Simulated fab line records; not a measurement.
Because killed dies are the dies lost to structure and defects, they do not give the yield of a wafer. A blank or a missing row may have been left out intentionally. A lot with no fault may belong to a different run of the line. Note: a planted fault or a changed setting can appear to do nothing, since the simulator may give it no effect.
Split-lot trial	flow sky130	5 lots, 23 wafers read, on a route of 708 steps

== THE SPLIT ==
At SKY_VIA2_CVD_21 (deposits W, target thk 420 nm, time 126.4 s), the setting tempC was moved away from the recipe's 400 C on 7 of the 23 wafers read, by -2.7% to -1.1%. For the rest of the wafers, this setting stayed at what the recipe calls for.

== FROM THE SPLIT TO THE READING: what the file shows between them, 1 step ==
- SKY_VIA2_RS_MEAS_22: measures by four-point-probe

== THE READING ==
VIA2_W_THK, in nm, at SKY_VIA2_THK_MEAS_23 (measures by xrf). Typical for fault-free wafers on this fab line: 418 nm, with standard deviation 10 nm.

wafer	tool, chamber at the split	tempC as run, C	against the recipe	VIA2_W_THK, nm	against lot-mates on the recipe
L074.1	cvdW-02, 0	395.6	-1.1%	383	-32
L074.3	cvdW-02, 1	400	recipe	414	-
L074.4	cvdW-02, 0	400	recipe	416	-
L074.5	cvdW-02, 0	395.6	-1.1%	383	-32
L074.6	cvdW-02, 1	400	recipe	414	-
L075.1	cvdW-02, 1	389.5	-2.6%	339	-72
L075.3	cvdW-02, 0	389.5	-2.6%	340	-70
L075.4	cvdW-02, 1	389.5	-2.6%	341	-70
L075.5	cvdW-02, 1	400	recipe	413	-
L075.6	cvdW-02, 0	400	recipe	408	-
L078.2	cvdW-01, 0	400	recipe	437	-
L078.3	cvdW-01, 1	400	recipe	428	-
L078.4	cvdW-01, 0	400	recipe	426	-
L078.5	cvdW-01, 1	400	recipe	427	-
L078.6	cvdW-01, 0	400	recipe	435	-
L079.1	cvdW-01, 1	400	recipe	441	-
L079.2	cvdW-01, 0,1	400	recipe	438	-
L079.3	cvdW-01, 0,1	400	recipe	438	-
L081.2	cvdW-01, 0	389.4	-2.7%	347	-77
L081.3	cvdW-01, 0	400	recipe	425	-
L081.4	cvdW-01, 1	400	recipe	424	-
L081.5	cvdW-01, 0	389.4	-2.7%	352	-72
L081.6	cvdW-01, 1	400	recipe	423	-
The file does not say which wafer passed through which chamber wherever a row lists several chambers: such a row stands for several wafers.

FIT RESULTS
A straight line over all 23 wafers: VIA2_W_THK changes by +31.2 nm for each +1% of tempC; r = +0.97; the points scatter about the line by 9.5 nm.
The same after taking each lot's own level away (the mean of its wafers on the recipe; 23 wafers): +27.4 nm for each +1%; r = +1.00; scatter 2.7 nm.
Per that fit: largest tempC move, reading shift of 73 nm.
From 410.5 to 439.0 nm: that is the span of the lots' own levels, equal to 2.9 times the standard deviation above.
So the lot-to-lot level changes the slope: the two fits differ.
Check: -71.8 nm against its lot-mates is what the line predicts for one of the wafers moved furthest among these (-2.7%) when that wafer is left out of the fit. It came out at -77 nm against them.

== OTHER SPLITS APPLIED TO THESE WAFERS ==
Before the reading, these wafers also passed through other splits. Each is held against what the fit with the lots' levels taken away leaves over:
other split on the same wafers	wafers away from the commonest value	r with VIA2_W_THK (lot level and that fit taken away)
SKY_VIA1_ETCH_14 timeS	6	-0.25
SKY_METAL2_COAT_10 resistThkNm	7	-0.12
SKY_METAL2_SOFTBAKE_11 tempC	9	+0.20
SKY_VIA2_HDPCVD_00 timeS	10	-0.34
SKY_VIA2_EXPOSE_09 doseMj	9	+0.12
SKY_VIA2_DEVELOP_11 developTimeS	9	+0.21

== THE WHOLE CHAIN: every reading that the file lists as answering this split, in the file's order ==
step	what it does	reading	change (the file's fit)	r (the file's)
SKY_VIA2_CVD_21	deposits W, target thk 420 nm, time 126.4 s	W_of_VIA2_CVD_21.thkNm (the simulator's own value, which no gauge read)	+28.4 nm for each +1% of the setting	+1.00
SKY_VIA2_RS_MEAS_22	measures by four-point-probe	VIA2_W_RS	-0.022 for each +1% of the setting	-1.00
SKY_VIA2_THK_MEAS_23	measures by xrf	VIA2_W_THK	+27.7 for each +1% of the setting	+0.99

== THE FILE'S OWN FIT ==
VIA2_W_THK changes by +27.7 nm for each +1% of tempC, r = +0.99.
